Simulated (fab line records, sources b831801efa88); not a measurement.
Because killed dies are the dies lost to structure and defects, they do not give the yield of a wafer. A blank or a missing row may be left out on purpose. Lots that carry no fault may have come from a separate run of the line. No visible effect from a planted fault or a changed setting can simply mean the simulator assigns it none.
fab line records -- flow sky130
record lots=13, wafers=39, last-day=51
route steps=708 shown POLY_GATE@217 VIA3@585 METAL5@663 PAD_OPEN@708
lots that met no fault: from a run of the same line without faults
start-h: hours from the record's opening day to when the first of the lot's shown wafers began -- wait-h: hours since the lot's step before -- " identical to the entry in the row above -- L1.1+2: one row covering several wafers at once -- - value missing, or start not given -- * or withheld: withheld -- < > ~ a bound
route shown NAME@n: NAME is a module with steps in the file, n the number in the route of the first one -- usual: mean and standard deviation over wafers with no fault -- same: alike in all rows -- chamber/n: place in a boat -- sites: the reading at each site -- _std_site: the standard deviation of these -- _edge_site: inner sites' mean taken away from outer sites' mean -- radius-mm: for every site, how far away it sits from the centre of the wafer -- mask NAME#n: copy n -- behind: tool/chamber where the wafer was last shaped -- hold: what put the lot on hold/how long, in hours/how the hold closed -- device: the transistor (n, p or np) that didn't switch -- end of line: at the end of the route, the tests of the same wafers -- a step with no rows: only its recipe -- killed: at the first sort, the dies lost to defects and structure; wafer yield is something else -- map: a wafer's dies, x killed, . not, _ none there
set.NAME: setting as actually run; set.NAME@STEP: the setting as run at that earlier step -- model.NAME: the simulator's own value behind a step, which no gauge read
the route's steps for a sample of lots (tables are steps, rows are wafers)
services: the hour from which a tool's chamber was out of use, counted from the record's first day as start-h (under 0 if before that day), plus the number of hours and why
## steps
# step SKY_POLY_GATE_CVD_03
# recipe material=Si3N4, precursor=DCS/NH3, target-thk-nm=75, temp-c=770, time-s=1290, pressure-mtorr=250
# usual zone-power-lower-pct=13.7/0.7, zone-power-top-pct=28.8/1.8
lot.wafer,tool,chamber,start-h,wait-h,zone-power-lower-pct,zone-power-top-pct
L801.1,lpcvd-02,0,362.85,2.0,14.2,30.2
L801.2,lpcvd-02,0,362.85,2.0,14.2,30.1
L801.6,lpcvd-02,0,362.85,2.0,14.2,29.8
L804.3,lpcvd-02,0,384.51,1.5,14.3,30.2
L804.5,lpcvd-02,0,384.51,1.5,14.1,30.0
L804.6,lpcvd-02,0,384.51,1.5,14.0,30.2
L805.1,lpcvd-02,0,402.13,0.1,14.2,30.1
L805.2,lpcvd-02,0,402.13,0.1,14.1,30.2
L805.6,lpcvd-02,0,402.13,0.1,14.2,30.1
L806.1,lpcvd-02,0,410.70,0.0,14.0,30.5
L806.4,lpcvd-02,0,410.70,0.0,14.1,29.9
L806.6,lpcvd-02,0,410.70,0.0,14.3,30.0
L809.1,lpcvd-02,1,427.94,1.0,12.6,26.7
L809.2,lpcvd-02,1,427.94,1.0,12.8,26.4
L809.5,lpcvd-02,1,427.94,1.0,12.8,26.5
L810.1,lpcvd-02,0,436.20,0.0,14.0,29.9
L810.3,lpcvd-02,0,436.20,0.0,14.4,29.7
L810.5,lpcvd-02,0,436.20,0.0,14.5,30.2
L811.1,lpcvd-02,1,440.25,0.0,12.8,26.2
L811.4,lpcvd-02,1,440.25,0.0,12.7,25.9
L811.6,lpcvd-02,1,440.25,0.0,12.4,26.5
L819.2,lpcvd-02,0,499.45,0.0,14.2,30.1
L819.5,lpcvd-02,0,499.45,0.0,14.2,29.5
L819.6,lpcvd-02,0,499.45,0.0,14.2,29.9
L820.1,lpcvd-02,0,510.65,0.0,14.1,30.3
L820.2,lpcvd-02,0,510.65,0.0,14.1,30.3
L820.4,lpcvd-02,0,510.65,0.0,14.3,30.1
L821.2,lpcvd-02,0,514.78,0.0,14.2,30.1
L821.3,lpcvd-02,0,514.78,0.0,14.2,29.8
L821.6,lpcvd-02,0,514.78,0.0,14.5,29.9
L822.3,lpcvd-02,0,521.80,0.0,14.0,30.1
L822.4,lpcvd-02,0,521.80,0.0,14.2,30.0
L822.5,lpcvd-02,0,521.80,0.0,13.9,30.0
L823.1,lpcvd-02,0,524.95,0.0,14.0,29.7
L823.2,lpcvd-02,0,524.95,0.0,13.9,30.0
L823.4,lpcvd-02,0,524.95,0.0,13.7,30.0
L824.4,lpcvd-02,1,539.15,1.8,12.9,26.0
L824.5,lpcvd-02,1,539.15,1.8,12.5,25.9
L824.6,lpcvd-02,1,539.15,1.8,12.7,26.4
# step SKY_VIA3_CD_MEAS_12
# recipe target-cd-nm=200
# usual cd-nm=199.7/1.3
lot.wafer,tool,chamber,start-h,wait-h,cd-nm
L801.1,cd-sem-02,-,947.99,-,200.0
L801.2,cd-sem-02,-,947.99,-,199.2
L801.6,cd-sem-02,-,947.99,-,199.5
L804.3,cd-sem-02,-,970.03,-,199.3
L804.5,cd-sem-02,-,970.03,-,202.0
L804.6,cd-sem-02,-,970.03,-,199.6
L805.1,cd-sem-02,-,988.92,-,198.8
L805.2,cd-sem-02,-,988.92,-,199.2
L805.6,cd-sem-02,-,988.92,-,200.1
L806.1,cd-sem-01,-,993.97,-,198.3
L806.4,cd-sem-01,-,993.97,-,199.2
L806.6,cd-sem-01,-,993.97,-,197.0
L809.1,cd-sem-02,-,1016.24,-,199.3
L809.2,cd-sem-02,-,1016.24,-,200.5
L809.5,cd-sem-02,-,1016.24,-,201.2
L810.1,cd-sem-01,-,1018.19,-,199.0
L810.3,cd-sem-01,-,1018.19,-,199.6
L810.5,cd-sem-01,-,1018.19,-,200.4
L811.1,cd-sem-02,-,1021.29,-,198.1
L811.4,cd-sem-02,-,1021.29,-,197.5
L811.6,cd-sem-02,-,1021.29,-,197.7
L819.2,cd-sem-01,-,1065.61,-,197.4
L819.5,cd-sem-01,-,1065.61,-,198.8
L819.6,cd-sem-01,-,1065.61,-,199.7
L820.1,cd-sem-01,-,1071.27,-,200.2
L820.2,cd-sem-01,-,1071.27,-,201.0
L820.4,cd-sem-01,-,1071.27,-,201.2
L821.2,cd-sem-02,-,1073.74,-,200.3
L821.3,cd-sem-02,-,1073.74,-,199.3
L821.6,cd-sem-02,-,1073.74,-,200.8
L822.3,cd-sem-01,-,1078.26,-,200.1
L822.4,cd-sem-01,-,1078.26,-,201.1
L822.5,cd-sem-01,-,1078.26,-,199.3
L823.1,cd-sem-01,-,1087.84,-,202.0
L823.2,cd-sem-01,-,1087.84,-,201.6
L823.4,cd-sem-01,-,1087.84,-,201.6
L824.4,cd-sem-02,-,1097.35,-,196.1
L824.5,cd-sem-02,-,1097.35,-,196.4
L824.6,cd-sem-02,-,1097.35,-,196.3
# step SKY_VIA3_ETCH_15
# recipe target=SiO2, chemistry=C4F8/O2/Ar, target-depth-nm=507, stop-on=TiN, mask-material=KrF-thick, source-w=1500, bias-w=1200, pressure-mtorr=40, c4f8-flow-sccm=withheld, O2_flow_sccm=6, Ar_flow_sccm=300, time-s=78
# usual oes-product-au=0.946/0.0049, rf-fwd-power-W=1491/4.3
lot.wafer,tool,chamber,start-h,wait-h,oes-product-au,rf-fwd-power-W,rf-hours-counter-h
L801.1,rie-diel-01,3,948.19,0.0,0.938,1501,28
L801.2,rie-diel-01,0,948.19,0.0,0.946,1491,17
L801.6,rie-diel-01,1,948.19,0.0,0.949,1496,-
L804.3,rie-diel-04,0,970.19,0.0,0.939,1489,10
L804.5,rie-diel-04,2,970.19,0.0,0.945,1492,-
L804.6,rie-diel-04,3,970.19,0.0,0.948,1497,-
L805.1,rie-diel-01,0,989.12,0.0,0.943,1484,18
L805.2,rie-diel-01,2,989.12,0.0,0.948,1493,22
L805.6,rie-diel-01,0,989.12,0.0,0.951,1492,-
L806.1,rie-diel-01,0,994.17,0.0,0.953,1490,18
L806.4,rie-diel-01,2,994.17,0.0,0.948,1493,22
L806.6,rie-diel-01,2,994.17,0.0,0.943,1498,-
L809.1,rie-diel-01,2,1016.44,0.0,0.941,1498,23
L809.2,rie-diel-01,0,1016.44,0.0,0.941,1492,19
L809.5,rie-diel-01,3,1016.44,0.0,0.943,1495,-
L810.1,rie-diel-02,0,1018.39,0.0,0.939,1486,24
L810.3,rie-diel-02,2,1018.39,0.0,0.945,1489,3
L810.5,rie-diel-02,1,1018.39,0.0,0.952,1492,-
L811.1,rie-diel-01,3,1021.49,0.0,0.952,1494,30
L811.4,rie-diel-01,0,1021.49,0.0,0.942,1498,19
L811.6,rie-diel-01,3,1021.49,0.0,0.945,1498,-
L819.2,rie-diel-01,2,1065.79,0.0,0.949,1488,25
L819.5,rie-diel-01,3,1065.79,0.0,0.950,1495,-
L819.6,rie-diel-01,2,1065.79,0.0,0.945,1493,-
L820.1,rie-diel-01,0,1071.47,0.0,0.936,1491,21
L820.2,rie-diel-01,3,1071.47,0.0,0.943,1488,32
L820.4,rie-diel-01,2,1071.47,0.0,0.948,1492,25
L821.2,rie-diel-02,3,1073.92,0.0,0.939,1484,15
L821.3,rie-diel-02,2,1073.92,0.0,0.942,1492,5
L821.6,rie-diel-02,0,1073.92,0.0,0.938,1492,-
L822.3,rie-diel-01,2,1078.42,0.0,0.942,1492,25
L822.4,rie-diel-01,1,1078.42,0.0,0.938,1482,21
L822.5,rie-diel-01,1,1078.42,0.0,0.937,1485,-
L823.1,rie-diel-04,3,1088.04,0.0,0.941,1489,19
L823.2,rie-diel-04,2,1088.04,0.0,0.949,1482,20
L823.4,rie-diel-04,1,1088.04,0.0,0.944,1483,16
L824.4,rie-diel-01,3,1097.54,0.1,0.953,1490,-
L824.5,rie-diel-01,1,1097.54,0.1,0.948,1487,-
L824.6,rie-diel-01,3,1097.54,0.1,0.947,1492,-
# step SKY_METAL5_SPUTTER_02
# recipe material=AlCu, target-thk-nm=1150, power-w=10600, time-s=61.2, chamber-pressure-pa=0.4
# usual throttle-valve-pct=29.4/1
lot.wafer,tool,chamber,start-h,wait-h,throttle-valve-pct
L801.1,pvd-sputter-02,-,1026.43,0.0,29.9
L801.2,pvd-sputter-02,-,1026.43,0.0,31.0
L801.6,pvd-sputter-02,-,1026.43,0.0,29.8
L804.3,pvd-sputter-02,-,1048.93,0.0,30.0
L804.5,pvd-sputter-02,-,1048.93,0.0,30.1
L804.6,pvd-sputter-02,-,1048.93,0.0,30.9
L805.1,pvd-sputter-03,-,1064.64,0.0,28.8
L805.2,pvd-sputter-03,-,1064.64,0.0,28.1
L805.6,pvd-sputter-03,-,1064.64,0.0,28.5
L806.1,pvd-sputter-03,-,1068.81,0.0,30.5
L806.4,pvd-sputter-03,-,1068.81,0.0,27.9
L806.6,pvd-sputter-03,-,1068.81,0.0,28.8
L809.1,pvd-sputter-03,-,1091.42,0.0,28.8
L809.2,pvd-sputter-03,-,1091.42,0.0,28.0
L809.5,pvd-sputter-03,-,1091.42,0.0,28.6
L810.1,pvd-sputter-02,-,1091.65,0.0,31.0
L810.3,pvd-sputter-02,-,1091.65,0.0,29.9
L810.5,pvd-sputter-02,-,1091.65,0.0,29.6
L811.1,pvd-sputter-02,-,1095.93,0.0,29.6
L811.4,pvd-sputter-02,-,1095.93,0.0,29.6
L811.6,pvd-sputter-02,-,1095.93,0.0,30.1
L819.2,pvd-sputter-03,-,1134.76,0.0,30.5
L819.5,pvd-sputter-03,-,1134.76,0.0,27.9
L819.6,pvd-sputter-03,-,1134.76,0.0,30.6
L820.1,pvd-sputter-03,-,1139.59,0.0,28.8
L820.2,pvd-sputter-03,-,1139.59,0.0,28.0
L820.4,pvd-sputter-03,-,1139.59,0.0,29.1
L821.2,pvd-sputter-03,-,1142.79,0.0,28.7
L821.3,pvd-sputter-03,-,1142.79,0.0,27.9
L821.6,pvd-sputter-03,-,1142.79,0.0,28.9
L822.3,pvd-sputter-02,-,1145.16,0.0,30.0
L822.4,pvd-sputter-02,-,1145.16,0.0,30.9
L822.5,pvd-sputter-02,-,1145.16,0.0,31.0
L823.1,pvd-sputter-03,-,1153.87,0.0,28.8
L823.2,pvd-sputter-03,-,1153.87,0.0,28.8
L823.4,pvd-sputter-03,-,1153.87,0.0,28.2
L824.4,pvd-sputter-03,-,1163.74,0.0,28.1
L824.5,pvd-sputter-03,-,1163.74,0.0,28.1
L824.6,pvd-sputter-03,-,1163.74,0.0,30.5
# step SKY_PAD_OPEN_PROBE_99
# usual killed_at_M0_to_M3=42/6.7, killed_at_M4_up=3.0/1.9, killed-at-contacts=24/5.3, killed-at-front-end=16/4.3, killed-at-other=0.4/0.71, killed-dies=85/9.6, killed-on-rim=17/3.7, killed-open=46/6.5, killed-short=39/6.7
# same gross-dies=492, killed-at-back-side=0
lot.wafer,tool,chamber,start-h,wait-h,hold,killed_at_M0_to_M3,killed_at_M4_up,killed-at-contacts,killed-at-front-end,killed-at-other,killed-dies,killed-on-rim,killed-open,killed-short
L801.1,prober-02,-,1098.05,0.1,-,45,0,24,12,2,83,16,45,36
L801.2,prober-02,-,1098.10,0.1,-,43,5,33,21,2,104,17,52,50
L801.6,prober-02,-,1098.30,0.2,-,37,0,20,21,3,81,17,44,35
L804.3,prober-01,-,1117.25,0.2,-,54,5,21,15,0,95,21,47,48
L804.5,prober-01,-,1117.35,0.2,-,28,3,29,17,1,78,18,39,39
L804.6,prober-01,-,1117.40,0.2,-,36,0,22,22,0,80,21,45,35
L805.1,prober-02,-,1130.39,0.1,-,46,4,27,15,0,92,23,42,50
L805.2,prober-02,-,1130.44,0.1,-,35,0,19,24,0,78,17,41,37
L805.6,prober-02,-,1130.64,0.2,-,43,2,35,17,0,97,21,64,33
L806.1,prober-01,-,1135.01,0.1,-,48,1,17,16,0,82,18,42,40
L806.4,prober-01,-,1135.16,0.2,-,46,2,17,21,0,86,16,43,43
L806.6,prober-01,-,1135.26,0.2,-,40,2,27,12,0,81,16,42,39
L809.1,prober-02,-,1155.10,0.1,await-dispo/1.7h/release,33,1,23,45,0,102,22,43,32
L809.2,prober-02,-,1155.15,0.1,await-dispo/1.7h/release,44,2,24,45,0,115,30,53,33
L809.5,prober-02,-,1155.30,0.2,await-dispo/1.7h/release,42,1,22,39,0,104,24,33,47
L810.1,prober-01,-,1156.10,0.1,await-dispo/3.0h/release,41,3,22,55,0,121,23,50,32
L810.3,prober-01,-,1156.20,0.2,await-dispo/3.0h/release,47,4,18,50,2,121,29,42,39
L810.5,prober-01,-,1156.30,0.2,await-dispo/3.0h/release,42,2,14,57,0,115,28,43,33
L811.1,prober-02,-,1159.34,0.1,await-dispo/4.6h/release,55,2,15,41,1,114,33,49,39
L811.4,prober-02,-,1159.49,0.2,await-dispo/4.6h/release,55,1,12,38,0,106,24,47,31
L811.6,prober-02,-,1159.59,0.2,await-dispo/4.6h/release,44,2,22,44,0,112,29,41,45
L819.2,prober-02,-,1194.02,0.1,-,47,1,19,11,1,79,17,52,27
L819.5,prober-02,-,1194.17,0.2,-,47,2,29,15,0,93,16,57,36
L819.6,prober-02,-,1194.22,0.2,-,40,5,23,16,0,84,22,50,33
L820.1,prober-01,-,1196.41,0.1,-,49,2,26,8,1,86,23,40,45
L820.2,prober-01,-,1196.46,0.1,-,38,1,22,18,0,79,16,46,33
L820.4,prober-01,-,1196.56,0.2,-,42,2,22,8,1,75,11,41,34
L821.2,prober-02,-,1198.05,0.1,-,47,3,24,14,0,88,22,53,33
L821.3,prober-02,-,1198.10,0.2,-,32,2,25,26,0,85,17,51,33
L821.6,prober-02,-,1198.25,0.2,-,52,1,25,24,0,102,13,47,55
L822.3,prober-01,-,1202.36,0.2,-,39,1,19,12,1,72,11,42,30
L822.4,prober-01,-,1202.41,0.2,-,49,7,19,14,0,89,19,50,39
L822.5,prober-01,-,1202.46,0.2,-,36,5,26,11,0,78,11,40,38
L823.1,prober-02,-,1208.72,0.1,-,36,1,19,19,0,75,11,39,36
L823.2,prober-02,-,1208.77,0.1,-,36,1,15,14,0,66,15,39,27
L823.4,prober-02,-,1208.87,0.2,-,37,3,20,13,1,74,13,46,28
L824.4,prober-01,-,1217.16,0.2,-,41,5,16,24,0,86,14,48,38
L824.5,prober-01,-,1217.21,0.2,-,44,1,24,22,1,92,17,50,41
L824.6,prober-01,-,1217.26,0.2,-,39,2,26,21,0,88,19,48,39
# killed by level:class
L801.1 VIA1:geometric-particle:open=13 CONTACT:geometric-particle:open=8 CONTACT:geometric-particle:short=8 VIA3:geometric-particle:open=7 FIELD_ISO:geometric-particle:open=6 VIA2:geometric-particle:open=5 LI_CONTACT:geometric-particle:short=4 VIA1:geometric-particle:short=4
L801.2 CONTACT:geometric-particle:open=13 METAL1:geometric-particle:short=8 LI_CONTACT:geometric-particle:open=7 FIELD_ISO:geometric-particle:open=6 VIA2:geometric-particle:open=6 FIELD_ISO:geometric-particle:short=5 LOCAL_INTERCONNECT:geometric-particle:short=5 CONTACT:geometric-particle:short=5
L801.6 VIA1:geometric-particle:open=10 CONTACT:geometric-particle:open=7 VIA3:geometric-particle:open=6 VIA2:geometric-particle:short=6 FIELD_ISO:geometric-particle:short=5 METAL1:geometric-particle:short=5 LI_CONTACT:geometric-particle:open=5 POLY_GATE:geometric-particle:short=4
L804.3 VIA2:geometric-particle:open=12 METAL2:geometric-particle:short=8 CONTACT:geometric-particle:open=8 VIA1:geometric-particle:open=8 VIA1:geometric-particle:short=6 METAL1:geometric-particle:short=5 LI_CONTACT:geometric-particle:open=5 FIELD_ISO:geometric-particle:short=4
L804.5 LI_CONTACT:geometric-particle:open=10 CONTACT:geometric-particle:open=8 CONTACT:geometric-particle:short=6 VIA1:geometric-particle:open=5 LI_CONTACT:geometric-particle:short=5 METAL1:geometric-particle:short=5 METAL2:geometric-particle:short=5 POLY_GATE:geometric-particle:open=4
L804.6 METAL2:geometric-particle:short=11 CONTACT:geometric-particle:open=9 FIELD_ISO:geometric-particle:open=8 VIA1:geometric-particle:open=8 LI_CONTACT:geometric-particle:open=6 POLY_GATE:geometric-particle:short=4 LOCAL_INTERCONNECT:geometric-particle:short=4 METAL1:geometric-particle:short=4
L805.1 VIA1:geometric-particle:open=10 CONTACT:geometric-particle:open=9 METAL1:geometric-particle:short=7 CONTACT:geometric-particle:short=7 METAL2:geometric-particle:short=7 VIA3:geometric-particle:open=6 LI_CONTACT:geometric-particle:open=5 VIA1:geometric-particle:short=5
L805.2 VIA1:geometric-particle:open=8 CONTACT:geometric-particle:open=7 FIELD_ISO:geometric-particle:short=6 FIELD_ISO:geometric-particle:open=5 POLY_GATE:geometric-particle:short=4 SPACER:geometric-particle:open=4 CONTACT:geometric-particle:short=4 METAL1:geometric-particle:short=4
L805.6 CONTACT:geometric-particle:open=15 VIA1:geometric-particle:open=11 VIA2:geometric-particle:open=10 POLY_GATE:geometric-particle:open=8 LI_CONTACT:geometric-particle:open=8 VIA3:geometric-particle:short=5 FIELD_ISO:geometric-particle:short=4 CONTACT:geometric-particle:short=4
L806.1 VIA1:geometric-particle:open=10 METAL1:geometric-particle:short=8 VIA3:geometric-particle:open=7 VIA2:geometric-particle:open=6 METAL2:geometric-particle:short=6 LI_CONTACT:geometric-particle:open=5 POLY_GATE:geometric-particle:short=4 VIA1:geometric-particle:short=4
L806.4 VIA1:geometric-particle:open=11 METAL2:geometric-particle:short=7 VIA1:geometric-particle:short=7 CONTACT:geometric-particle:open=6 VIA2:geometric-particle:open=6 POLY_GATE:geometric-particle:short=5 LI_CONTACT:geometric-particle:open=4 METAL1:geometric-particle:short=4
L806.6 LI_CONTACT:geometric-particle:open=12 CONTACT:geometric-particle:open=8 VIA1:geometric-particle:open=7 VIA1:geometric-particle:short=6 METAL2:geometric-particle:short=6 VIA3:geometric-particle:short=6 VIA2:geometric-particle:short=4 VIA2:geometric-particle:open=4
L809.1 POLY_GATE:unspecified=27 VIA1:geometric-particle:open=11 POLY_GATE:geometric-particle:open=5 LI_CONTACT:geometric-particle:open=5 LOCAL_INTERCONNECT:geometric-particle:short=5 CONTACT:geometric-particle:open=5 CONTACT:geometric-particle:short=5 METAL1:geometric-particle:short=5
L809.2 POLY_GATE:unspecified=28 VIA1:geometric-particle:open=18 CONTACT:geometric-particle:open=10 LI_CONTACT:geometric-particle:open=6 FIELD_ISO:geometric-particle:short=4 VIA2:geometric-particle:open=4 POLY_GATE:geometric-particle:short=4 VIA3:geometric-particle:open=4
L809.5 POLY_GATE:unspecified=23 METAL1:geometric-particle:short=10 VIA1:geometric-particle:open=8 LI_CONTACT:geometric-particle:open=7 CONTACT:geometric-particle:short=6 FIELD_ISO:geometric-particle:open=5 LOCAL_INTERCONNECT:geometric-particle:short=5 METAL2:geometric-particle:short=5
L810.1 POLY_GATE:unspecified=39 VIA1:geometric-particle:open=9 CONTACT:geometric-particle:open=9 VIA3:geometric-particle:open=7 VIA2:geometric-particle:open=6 FIELD_ISO:geometric-particle:open=5 LI_CONTACT:geometric-particle:open=5 METAL1:geometric-particle:short=4
L810.3 POLY_GATE:unspecified=39 VIA1:geometric-particle:open=9 CONTACT:geometric-particle:open=8 VIA1:geometric-particle:short=7 VIA2:geometric-particle:open=7 VIA3:geometric-particle:open=6 POLY_GATE:geometric-particle:short=5 METAL2:geometric-particle:open=5
L810.5 POLY_GATE:unspecified=38 VIA1:geometric-particle:open=11 LI_CONTACT:geometric-particle:open=7 FIELD_ISO:geometric-particle:short=6 METAL1:geometric-particle:short=5 METAL2:geometric-particle:short=5 VIA2:geometric-particle:open=4 CONTACT:geometric-particle:open=4
L811.1 POLY_GATE:unspecified=26 VIA1:geometric-particle:open=19 VIA1:geometric-particle:short=9 METAL2:geometric-particle:short=7 METAL1:geometric-particle:short=6 VIA2:geometric-particle:open=6 FIELD_ISO:geometric-particle:short=5 LOCAL_INTERCONNECT:geometric-particle:open=3
L811.4 POLY_GATE:unspecified=27 VIA1:geometric-particle:open=12 VIA2:geometric-particle:open=10 CONTACT:geometric-particle:open=6 VIA1:geometric-particle:short=6 METAL2:geometric-particle:open=5 VIA2:geometric-particle:short=5 VIA3:geometric-particle:open=5
L811.6 POLY_GATE:unspecified=25 CONTACT:geometric-particle:open=9 METAL2:geometric-particle:short=8 VIA1:geometric-particle:short=7 VIA1:geometric-particle:open=6 VIA3:geometric-particle:open=6 LI_CONTACT:geometric-particle:open=5 FIELD_ISO:geometric-particle:open=4
L819.2 VIA1:geometric-particle:open=17 CONTACT:geometric-particle:open=10 VIA2:geometric-particle:open=8 LI_CONTACT:geometric-particle:open=6 VIA3:geometric-particle:short=6 METAL1:geometric-particle:short=5 FIELD_ISO:geometric-particle:open=3 METAL2:geometric-particle:short=3
L819.5 CONTACT:geometric-particle:open=14 VIA1:geometric-particle:open=10 LI_CONTACT:geometric-particle:open=9 VIA2:geometric-particle:open=8 VIA3:geometric-particle:open=6 VIA3:geometric-particle:short=4 VIA1:geometric-particle:short=4 METAL2:geometric-particle:short=4
L819.6 VIA1:geometric-particle:open=13 LI_CONTACT:geometric-particle:open=9 CONTACT:geometric-particle:open=8 VIA2:geometric-particle:open=6 VIA3:geometric-particle:open=5 FIELD_ISO:geometric-particle:open=4 FIELD_ISO:geometric-particle:short=4 VIA2:geometric-particle:short=4
L820.1 VIA1:geometric-particle:open=13 LOCAL_INTERCONNECT:geometric-particle:short=7 VIA1:geometric-particle:short=7 METAL2:geometric-particle:short=7 LI_CONTACT:geometric-particle:open=6 CONTACT:geometric-particle:short=6 CONTACT:geometric-particle:open=6 VIA3:geometric-particle:open=6
L820.2 CONTACT:geometric-particle:open=12 FIELD_ISO:geometric-particle:open=7 VIA2:geometric-particle:open=6 VIA1:geometric-particle:short=6 FIELD_ISO:geometric-particle:short=5 LI_CONTACT:geometric-particle:open=5 VIA3:geometric-particle:open=5 SPACER:geometric-particle:short=4
L820.4 VIA3:geometric-particle:open=9 CONTACT:geometric-particle:open=8 VIA1:geometric-particle:short=8 VIA1:geometric-particle:open=6 VIA2:geometric-particle:open=6 LI_CONTACT:geometric-particle:open=5 CONTACT:geometric-particle:short=5 FIELD_ISO:geometric-particle:open=4
L821.2 VIA1:geometric-particle:open=13 LI_CONTACT:geometric-particle:open=10 CONTACT:geometric-particle:open=9 POLY_GATE:geometric-particle:short=8 VIA2:geometric-particle:open=8 VIA1:geometric-particle:short=5 VIA3:geometric-particle:open=5 METAL1:geometric-particle:short=4
L821.3 VIA1:geometric-particle:open=13 POLY_GATE:geometric-particle:open=11 CONTACT:geometric-particle:open=9 CONTACT:geometric-particle:short=7 LI_CONTACT:geometric-particle:open=6 VIA2:geometric-particle:open=5 FIELD_ISO:geometric-particle:short=4 POLY_GATE:geometric-particle:short=4
L821.6 METAL1:geometric-particle:short=11 VIA3:geometric-particle:open=8 CONTACT:geometric-particle:open=7 VIA1:geometric-particle:short=7 VIA1:geometric-particle:open=7 POLY_GATE:geometric-particle:short=6 LI_CONTACT:geometric-particle:short=6 FIELD_ISO:geometric-particle:short=5
L822.3 VIA1:geometric-particle:open=9 VIA3:geometric-particle:open=8 VIA2:geometric-particle:open=7 FIELD_ISO:geometric-particle:short=6 CONTACT:geometric-particle:open=6 LOCAL_INTERCONNECT:geometric-particle:short=4 VIA1:geometric-particle:short=4 LI_CONTACT:geometric-particle:short=3
L822.4 VIA3:geometric-particle:open=10 VIA1:geometric-particle:open=9 CONTACT:geometric-particle:open=8 METAL3:geometric-particle:short=7 VIA3:geometric-particle:short=7 VIA2:geometric-particle:open=5 SPACER:geometric-particle:short=4 SPACER:geometric-particle:open=3
L822.5 VIA1:geometric-particle:open=12 CONTACT:geometric-particle:open=9 LI_CONTACT:geometric-particle:short=7 METAL1:geometric-particle:short=5 CONTACT:geometric-particle:short=4 VIA2:geometric-particle:short=4 VIA2:geometric-particle:open=3 LI_CONTACT:geometric-particle:open=3
L823.1 VIA1:geometric-particle:open=10 FIELD_ISO:geometric-particle:short=7 VIA2:geometric-particle:open=7 CONTACT:geometric-particle:open=6 FIELD_ISO:geometric-particle:open=5 LI_CONTACT:geometric-particle:short=4 LOCAL_INTERCONNECT:geometric-particle:short=4 VIA1:geometric-particle:short=4
L823.2 VIA1:geometric-particle:open=8 VIA1:geometric-particle:short=8 LI_CONTACT:geometric-particle:open=6 FIELD_ISO:geometric-particle:open=4 METAL1:geometric-particle:short=4 VIA2:geometric-particle:open=3 POLY_GATE:geometric-particle:short=3 POLY_GATE:geometric-particle:open=3
L823.4 VIA3:geometric-particle:open=9 CONTACT:geometric-particle:open=9 FIELD_ISO:geometric-particle:open=5 LI_CONTACT:geometric-particle:open=5 METAL1:geometric-particle:short=5 METAL1:geometric-particle:open=4 VIA1:geometric-particle:open=4 VIA2:geometric-particle:open=4
L824.4 VIA3:geometric-particle:open=9 FIELD_ISO:geometric-particle:open=8 FIELD_ISO:geometric-particle:short=7 CONTACT:geometric-particle:open=7 VIA1:geometric-particle:open=7 VIA2:geometric-particle:open=7 LI_CONTACT:geometric-particle:open=4 METAL2:geometric-particle:short=4
L824.5 CONTACT:geometric-particle:open=14 VIA1:geometric-particle:open=10 FIELD_ISO:geometric-particle:short=8 VIA3:geometric-particle:open=5 POLY_GATE:geometric-particle:open=5 CONTACT:geometric-particle:short=5 VIA1:geometric-particle:short=5 METAL2:geometric-particle:short=5
L824.6 VIA1:geometric-particle:open=12 CONTACT:geometric-particle:open=8 FIELD_ISO:geometric-particle:short=6 LI_CONTACT:geometric-particle:open=6 VIA2:geometric-particle:open=6 LOCAL_INTERCONNECT:geometric-particle:short=5 METAL1:geometric-particle:short=5 VIA3:geometric-particle:open=5
## services
tool,chamber,start-h,hours,kind
lpcvd-02,-,369.61,2.1,repair
lpcvd-02,-,485.74,2.4,repair
rie-diel-01,0,490.41,4.0,repair
rie-diel-01,0,532.26,4.5,repair
lpcvd-02,-,535.35,2.8,pm
rie-diel-01,3,596.02,3.4,repair
rie-diel-01,0,608.50,7.9,repair
lpcvd-02,-,614.32,7.3,repair
pvd-sputter-03,-,616.88,8.8,repair
rie-diel-01,1,624.52,9.3,repair
lpcvd-02,-,714.23,4.3,pm
rie-diel-01,-,729.33,0.5,repair
rie-diel-01,-,795.44,0.2,repair
rie-diel-01,2,797.60,1.7,repair
pvd-sputter-03,-,853.48,12.7,repair
lpcvd-02,-,855.49,0.8,repair
rie-diel-01,2,874.73,5.6,repair
rie-diel-01,2,977.09,2.0,repair
rie-diel-01,-,1089.83,0.3,repair
rie-diel-01,2,1094.04,21.1,repair
rie-diel-01,0,1096.36,13.9,repair
rie-diel-01,1,1102.94,4.5,repair
lpcvd-02,-,1105.45,6.1,pm
lpcvd-02,-,1157.84,2.6,repair
## key
first-sign step=SKY_PAD_OPEN_PROBE_99, reading=killed-at-front-end, direction=up, sigmas=7, usual=16, struck=46
effect step=SKY_PAD_OPEN_PROBE_99, reading=killed-dies, direction=up, sigmas=2.8, usual=85, struck=112, wafers-moved=8
met-at SKY_POLY_GATE_CVD_03
struck-lots L809,L810,L811
tester-left-out L809,L810,L811
not-acting-at SKY_VIA3_CD_MEAS_12,SKY_VIA3_ETCH_15,SKY_METAL5_SPUTTER_02
onset-between 410.70 427.94
fault kind=chamber-particle-source, tool=lpcvd-02, chamber=-, onset-h=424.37, steps=SKY_POLY_GATE_CVD_03, rate-per-visit-cm2=0.83453, end-h=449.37
# tester-left-out: of these lots the tester's yield and bins aren't shown, on N5 and GAA mostly nor the transistor test; their killed dies are dies lost to structure and defects alone, not to doping, threshold or leakage, so they don't give the yield
